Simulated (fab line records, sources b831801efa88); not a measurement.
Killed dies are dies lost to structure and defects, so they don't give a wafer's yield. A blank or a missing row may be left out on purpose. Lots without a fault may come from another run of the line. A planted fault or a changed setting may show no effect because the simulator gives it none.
fab line records | flow sky130
record lots=7 wafers=18 last_day=50
route steps=708 shown VIA3@586 METAL4@598 PAD_OPEN@708
lots that met no fault: from a run of the same line without faults
start_h: hours from the record's first day to the start of the lot's first wafer shown | wait_h: hours since the lot's step before | " the same as in the row above | L1.1+2: a row that stands for several wafers | - no value, or no start given | * or withheld: withheld | < > ~ a bound
route shown NAME@n: a module of which the file shows steps, and the number in the route of the first | usual: mean/standard deviation of fault-free wafers | same: alike in all rows | chamber/n: place in a boat | sites: the reading at each site | _std_site: their standard deviation | _edge_site: outer sites' mean less inner sites' | radius_mm: how far each site lies from the wafer's centre | mask NAME#n: copy n | behind: the tool/chamber that last shaped the wafer | hold: why the lot was held/for how many hours/how that ended | device: the transistor (n, p or np) that didn't switch | end of line: the same wafers' tests at the end of the route | a step without rows: its recipe alone | killed: dies lost to structure and defects at the first sort, not the wafer's yield | map: a wafer's dies, x killed, . not, _ none there
set.NAME: the setting as run; set.NAME@STEP: as run at that earlier step | model.NAME: the simulator's own value behind a step, which no gauge read
lots at some steps of the route; a table a step, a row a wafer
services: from which hour (start_h, from the record's first day; less than 0 if before it) a tool's chamber was out of use, for how many hours, and why
## steps
# step SKY_VIA3_OVL_MEAS_13
# usual VIA3_OVL=3/6.8
# columns lot.wafer tool chamber start_h wait_h VIA3_OVL[nm]
L549.1 overlay-01 - 963.48 0.1 -6
L549.5 " - " " 2
L549.6 " - " " 3
L551.2 overlay-01 - 965.37 0.1 -8
L551.5 " - " " -5
L551.6 " - " " -7
L557.1 overlay-01 - 1006.06 0.1 2
L557.3 " - " " 0
L559.1 overlay-01 - 1009.51 0.1 12
L559.5 " - " " 17
L561.1 overlay-01 - 1027.03 0.1 -2
L561.3 " - " " 2
L568.3 overlay-01 - 1062.30 0.1 7
L568.4 " - " " -1
L568.6 " - " " 1
L570.1 overlay-01 - 1068.57 0.1 2
L570.2 " - " " 10
L570.3 " - " " 5
# step SKY_VIA3_ETCH_14
# recipe chemistry=N2/H2 target=BARC ion_energy_ev=200 source_w=500 bias_w=100 pressure_mtorr=30 n2_flow_sccm=100 h2_flow_sccm=200 stop_on=SiO2 time_s=45.9 target_depth_a=600
# usual chamber_pressure_mTorr=30.000/0.028 drypump_motor_current_A=5.79/0.22 oes_product_au=0.855/0.0047 throttle_valve_pct=13.225/0.0087
# columns lot.wafer tool chamber start_h wait_h chamber_pressure_mTorr drypump_motor_current_A oes_product_au rf_hours_counter_h throttle_valve_pct
L549.1 rie_diel-04 3 963.52 0.0 29.970 5.56 0.855 7 13.227
L549.5 " 1 " " 29.992 6.02 0.850 - 13.234
L549.6 " 3 " " 30.006 5.58 0.852 - 13.229
L551.2 rie_diel-04 3 965.40 0.0 30.040 5.62 0.854 7 13.221
L551.5 " 3 " " 30.012 5.61 0.861 - 13.233
L551.6 " 1 " " 30.026 6.04 0.860 - 13.229
L557.1 rie_diel-03 2 1006.10 0.0 29.960 5.66 0.852 11 13.234
L557.3 " 0 " " 30.012 5.97 0.860 4 13.220
L559.1 rie_diel-04 2 1009.55 0.0 29.978 5.61 0.854 22 13.217
L559.5 " 2 " " 30.022 5.60 0.854 - 13.220
L561.1 rie_diel-04 2 1027.07 0.0 30.002 5.59 0.851 23 13.227
L561.3 " 1 " " 29.987 6.05 0.865 19 13.227
L568.3 rie_diel-04 3 1062.32 0.0 29.996 5.55 0.854 10 13.236
L568.4 " 1 " " 30.019 6.04 0.850 21 13.224
L568.6 " 0 " " 30.008 5.83 0.853 - 13.216
L570.1 rie_diel-03 3 1068.60 0.0 30.000 5.79 0.857 14 13.223
L570.2 " 0 " " 29.973 6.00 0.849 6 13.235
L570.3 " 1 " " 30.027 5.52 0.860 17 13.229
# step SKY_VIA3_ETCH_15
# recipe target=SiO2 chemistry=C4F8/O2/Ar target_depth_nm=507 stop_on=TiN mask_material=KrF-thick source_w=1500 bias_w=1200 pressure_mtorr=40 c4f8_flow_sccm=withheld O2_flow_sccm=6 Ar_flow_sccm=300 time_s=78
# step SKY_VIA3_STRIP_16
# recipe chemistry=O2/N2 power_w=1400 pressure_mtorr=1500 platen_temp_c=withheld o2_flow_sccm=3000 n2_flow_sccm=300 overash_fraction=0.5
# usual chamber_pressure_mTorr=1500.1/1.4 drypump_motor_current_A=5.5/0.47 oes_product_au=0.402/0.0043 strip_time_to_endpoint_s=4.141/0.025
# columns lot.wafer tool chamber start_h wait_h chamber_pressure_mTorr drypump_motor_current_A oes_product_au rf_hours_counter_h strip_time_to_endpoint_s
L549.1 plasma_asher-01 0 963.62 0.0 1500.5 5.8 0.398 57 4.130
L549.5 " 1 " " 1502.5 4.9 0.401 - 4.117
L549.6 " 0 " " 1498.2 5.8 0.394 - 4.115
L551.2 plasma_asher-01 1 965.50 0.0 1499.9 4.9 0.405 57 4.134
L551.5 " 0 " " 1500.6 5.8 0.402 - 4.130
L551.6 " 1 " " 1500.0 4.9 0.396 - 4.111
L557.1 plasma_asher-01 1 1006.20 0.0 1499.7 4.9 0.409 61 4.150
L557.3 " 0 " " 1498.1 5.8 0.397 - 4.150
L559.1 plasma_asher-03 1 1009.65 0.0 1500.8 5.6 0.400 26 4.159
L559.5 " 0 " " 1499.9 6.2 0.398 - 4.181
L561.1 plasma_asher-03 0 1027.17 0.0 1503.5 6.2 0.399 28 4.168
L561.3 " 0 " " 1499.8 6.2 0.399 - 4.124
L568.3 plasma_asher-01 0 1062.46 0.1 1499.5 5.8 0.399 - 4.167
L568.4 " 1 " " 1497.9 4.9 0.400 - 4.156
L568.6 " 0 " " 1500.7 5.8 0.397 - 4.154
L570.1 plasma_asher-03 0 1068.70 0.0 1501.3 6.2 0.398 33 4.140
L570.2 " 1 " " 1499.1 5.6 0.404 33 4.144
L570.3 " 0 " " 1500.4 6.2 0.402 - 4.127
# step SKY_VIA3_STRIP_17
# recipe chemistry=post_etch_residue_remover time_s=1200 temp_c=72.5
# step SKY_VIA3_CLEAN_18
# recipe chemistry=IPA time_s=180 temp_c=25
# step SKY_VIA3_CLEAN_19
# recipe chemistry=O3/DIW dry=n2_spin
# step SKY_VIA3_SPUTTER_20
# recipe material=TiN target_thk_nm=20 chamber_pressure_pa=5 power_w=4000 time_s=80
# usual throttle_valve_pct=29.5/1.1
# columns lot.wafer tool chamber start_h wait_h throttle_valve_pct
L549.1 pvd_sputter-02 - 964.21 0.0 27.4
L549.5 " - " " 29.0
L549.6 " - " " 29.7
L551.2 pvd_sputter-02 - 966.09 0.0 29.8
L551.5 " - " " 28.9
L551.6 " - " " 29.4
L557.1 pvd_sputter-02 - 1006.82 0.0 29.6
L557.3 " - " " 29.8
L559.1 pvd_sputter-03 - 1010.26 0.0 30.2
L559.5 " - " " 30.5
L561.1 pvd_sputter-03 - 1027.76 0.0 31.5
L561.3 " - " " 30.2
L568.3 pvd_sputter-02 - 1063.51 0.0 29.5
L568.4 " - " " 27.5
L568.6 " - " " 27.5
L570.1 pvd_sputter-02 - 1069.30 0.0 30.0
L570.2 " - " " 27.6
L570.3 " - " " 29.2
# step SKY_VIA3_CVD_21
# recipe material=W target_thk_nm=390 time_s=117.31 temp_c=400 pressure_torr=40
# step SKY_VIA3_RS_MEAS_22
# recipe thk_meas_gauge=four-point-probe reads=W_of_VIA3_CVD_21+TiN_of_VIA3_SPUTTER_20
# usual VIA3_W_RS=0.2944/0.0025
# columns lot.wafer tool chamber start_h wait_h VIA3_W_RS[ohm/sq]
L549.1 film_metro-01 - 964.40 0.1 0.2936
L549.5 " - " " 0.2915
L549.6 " - " " 0.2923
L551.2 film_metro-01 - 966.30 0.1 0.2934
L551.5 " - " " 0.2946
L551.6 " - " " 0.2935
L557.1 film_metro-03 - 1007.00 0.1 0.2937
L557.3 " - " " 0.2937
L559.1 film_metro-03 - 1010.45 0.1 0.2934
L559.5 " - " " 0.2911
L561.1 film_metro-03 - 1027.95 0.1 0.2970
L561.3 " - " " 0.2993
L568.3 film_metro-01 - 1063.73 0.1 0.2896
L568.4 " - " " 0.2964
L568.6 " - " " 0.2921
L570.1 film_metro-01 - 1069.48 0.1 0.2938
L570.2 " - " " 0.2952
L570.3 " - " " 0.2954
# step SKY_VIA3_THK_MEAS_23
# recipe thk_meas_gauge=xrf reads=W_of_VIA3_CVD_21
# usual VIA3_W_THK=388/4.9
# columns lot.wafer tool chamber start_h wait_h VIA3_W_THK[nm]
L549.1 film_metro-01 - 964.52 0.1 385
L549.5 " - " " 387
L549.6 " - " " 389
L551.2 film_metro-01 - 966.41 0.1 385
L551.5 " - " " 385
L551.6 " - " " 384
L557.1 film_metro-03 - 1007.12 0.1 392
L557.3 " - " " 393
L559.1 film_metro-03 - 1010.57 0.1 388
L559.5 " - " " 390
L561.1 film_metro-03 - 1028.07 0.1 381
L561.3 " - " " 378
L568.3 film_metro-01 - 1063.83 0.1 396
L568.4 " - " " 385
L568.6 " - " " 390
L570.1 film_metro-01 - 1069.60 0.1 386
L570.2 " - " " 389
L570.3 " - " " 385
# step SKY_VIA3_CMP_24
# recipe stop_on=SiO2 t_overpolish_s=20 down_force_psi=3.5 platen_rpm=60 target_thk_nm=0 pad_velocity_m_s=0.94248
# usual edge_zone_pressure_frac=0.999/0.0052 motor_current_A=11.0/1.3 overpolish_run_s=20.001/0.0094 time_to_endpoint_s=95/3.2
# columns lot.wafer tool chamber start_h wait_h edge_zone_pressure_frac motor_current_A overpolish_run_s time_to_endpoint_s
L549.1 cmp-01 0 964.73 0.2 1.003 9.3 20.001 90
L549.6 " 1 " " 0.993 13.0 20.009 95
L549.5 " 2 " " 0.985 11.7 19.997 92
L551.2 cmp-01 1 966.46 0.0 1.000 12.4 19.996 94
L551.6 " 1 " " 1.001 12.3 19.986 93
L551.5 " 2 " " 0.998 11.6 19.993 95
L557.1 cmp-01 2 1007.23 0.1 0.996 11.4 20.000 92
L557.3 " 3 " " 1.005 13.7 19.993 92
L559.1 cmp-02 0 1010.63 0.1 1.006 10.4 19.994 96
L559.5 " 0 " " 0.993 9.8 19.996 94
L561.3 cmp-02 0 1028.13 0.0 1.003 10.1 20.016 93
L561.1 " 1 " " 0.990 10.2 19.993 96
L568.3 cmp-02 0 1063.87 0.0 1.004 10.9 20.008 97
L568.4 " 1 " " 1.005 10.5 19.992 97
L568.6 " 1 " " 1.002 10.5 20.006 101
L570.1 cmp-02 0 1069.66 0.1 0.999 10.4 20.013 92
L570.2 " 1 " " 1.005 10.5 19.978 95
L570.3 " 2 " " 0.995 9.5 19.998 91
# step SKY_METAL4_SPUTTER_00
# recipe material=Ti target_thk_nm=15 power_w=3000 time_s=10 chamber_pressure_pa=0.4
# usual throttle_valve_pct=29.5/1.1
# columns lot.wafer tool chamber start_h wait_h throttle_valve_pct model.Ti_of_METAL4_SPUTTER_00.thk_nm
L549.1 pvd_sputter-04 - 964.88 0.1 27.6 15.1
L549.5 " - " " 30.1 15.21
L549.6 " - " " 28.8 15.01
L551.2 pvd_sputter-01 - 966.76 0.2 32.0 15.28
L551.5 " - " " 29.2 14.98
L551.6 " - " " 29.8 14.91
L557.1 pvd_sputter-04 - 1007.48 0.2 27.3 12.97
L557.3 " - " " 29.0 12.82
L559.1 pvd_sputter-04 - 1010.93 0.2 29.5 12.89
L559.5 " - " " 30.6 15.06
L561.1 pvd_sputter-04 - 1028.43 0.2 29.5 12.91
L561.3 " - " " 27.8 12.91
L568.3 pvd_sputter-03 - 1064.17 0.2 30.1 14.96
L568.4 " - " " 29.6 15
L568.6 " - " " 30.3 14.89
L570.1 pvd_sputter-03 - 1069.96 0.2 30.3 14.64
L570.2 " - " " 30.0 14.69
L570.3 " - " " 31.2 14.81
# step SKY_METAL4_SPUTTER_01
# recipe material=TiN target_thk_nm=20 power_w=6500 time_s=16.7 chamber_pressure_pa=0.4
# usual throttle_valve_pct=29.5/1.1
# columns lot.wafer tool chamber start_h wait_h throttle_valve_pct
L549.1 pvd_sputter-04 - 964.90 0.0 27.6
L549.5 " - " " 30.4
L549.6 " - " " 29.2
L551.2 pvd_sputter-01 - 966.78 0.0 32.1
L551.5 " - " " 29.5
L551.6 " - " " 29.7
L557.1 pvd_sputter-04 - 1007.50 0.0 27.3
L557.3 " - " " 29.2
L559.1 pvd_sputter-04 - 1010.95 0.0 29.5
L559.5 " - " " 30.5
L561.1 pvd_sputter-04 - 1028.45 0.0 29.3
L561.3 " - " " 27.4
L568.3 pvd_sputter-03 - 1064.19 0.0 30.2
L568.4 " - " " 29.6
L568.6 " - " " 30.4
L570.1 pvd_sputter-03 - 1069.98 0.0 30.1
L570.2 " - " " 30.2
L570.3 " - " " 31.0
# step SKY_PAD_OPEN_PROBE_99
# usual defect_limited_yield=82.3/1.9 killed_at_M0_to_M3=44/6.5 killed_at_M4_up=3.3/1.9 killed_at_contacts=24/5.3 killed_at_front_end=15/4.5 killed_at_other=0.3/0.58 killed_dies=87/9.3 killed_open=48/6.6 killed_short=39/6.1 sort_bin_3_pad_short=0.9/0.46 sort_bin_5_function=10.5/1.6 sort_bin_6_memory=6.3/1.1 sort_n_pass=405/9.3 sort_yield_pct=82.3/1.9
# same gross_dies=492 killed_at_back_side=0 sort_bin_4_leakage[%]=0 sort_bin_8_speed[%]=0
# columns lot.wafer tool chamber start_h wait_h defect_limited_yield[%] killed_at_M0_to_M3 killed_at_M4_up killed_at_contacts killed_at_front_end killed_at_other killed_dies killed_open killed_short sort_bin_3_pad_short[%] sort_bin_5_function[%] sort_bin_6_memory[%] sort_n_pass sort_yield_pct[%]
L551.2 prober-02 - 1106.10 0.1 83.5 44 0 29 7 1 81 47 34 0.4 9.6 6.5 411 83.5
L551.5 prober-02 - 1106.25 0.2 82.3 47 3 22 15 0 87 50 37 0.4 11.0 6.3 405 82.3
L551.6 prober-02 - 1106.30 0.2 84.3 45 1 18 13 0 77 43 34 1.4 9.6 4.7 415 84.3
L559.1 prober-01 - 1143.99 0.1 84.8 37 2 21 15 0 75 42 33 0.8 8.1 6.3 417 84.8
# killed by level:class
L551.2 CONTACT:geometric_particle:open=13 VIA1:geometric_particle:open=11 VIA2:geometric_particle:open=7 LI_CONTACT:geometric_particle:open=6 VIA3:geometric_particle:short=6 LOCAL_INTERCONNECT:geometric_particle:short=4 METAL1:geometric_particle:short=4 METAL2:geometric_particle:short=4
L551.5 VIA1:geometric_particle:open=14 VIA3:geometric_particle:open=9 CONTACT:geometric_particle:open=7 METAL2:geometric_particle:short=6 FIELD_ISO:geometric_particle:short=5 LI_CONTACT:geometric_particle:open=5 LOCAL_INTERCONNECT:geometric_particle:short=5 FIELD_ISO:geometric_particle:open=4
L551.6 VIA3:geometric_particle:open=10 VIA1:geometric_particle:open=8 METAL1:geometric_particle:short=6 VIA1:geometric_particle:short=6 CONTACT:geometric_particle:open=5 LI_CONTACT:geometric_particle:open=5 FIELD_ISO:geometric_particle:open=4 METAL2:geometric_particle:short=4
L559.1 VIA2:geometric_particle:open=10 LI_CONTACT:geometric_particle:open=6 CONTACT:geometric_particle:open=6 CONTACT:geometric_particle:short=6 VIA3:geometric_particle:open=6 METAL2:geometric_particle:short=5 FIELD_ISO:geometric_particle:short=4 VIA1:geometric_particle:open=4
## services
# columns tool chamber start_h hours kind
plasma_asher-03 - 945.31 1.2 repair
pvd_sputter-04 - 945.60 2.3 repair
rie_diel-04 0 945.94 1.3 repair
rie_diel-03 2 946.78 6.7 repair
cmp-02 - 956.36 0.2 repair
rie_diel-04 0 960.34 - clean
rie_diel-04 0 960.34 17.5 scheduled_down
rie_diel-04 0 960.34 17.5 vent_cycle
pvd_sputter-01 - 970.62 4.4 repair
cmp-02 - 973.73 4.0 pm
plasma_asher-01 - 982.33 1.3 repair
rie_diel-04 - 986.23 0.2 repair
cmp-01 - 989.27 16.3 repair
rie_diel-04 3 1006.74 11.1 repair
pvd_sputter-04 - 1015.79 2.3 repair
plasma_asher-03 - 1019.86 2.2 repair
cmp-01 - 1027.99 3.7 pm
rie_diel-03 1 1028.00 19.8 repair
## key
first_sign none at tools or gauges
model_effect step=SKY_METAL4_SPUTTER_00 value=Ti_of_METAL4_SPUTTER_00.thk_nm without=14.93 struck=12.9
met_at SKY_METAL4_SPUTTER_00
struck_wafers L557.1,L557.3,L559.1,L561.1,L561.3
onset_between 964.88 1007.48
fault kind=process_parameter_drift tool=pvd_sputter-04 chamber=- onset_h=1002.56 steps=SKY_METAL4_SPUTTER_00 channel=time_s offset=* shape=step end_h=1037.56 scope=struck_wafers_only acts_in=* stated=*
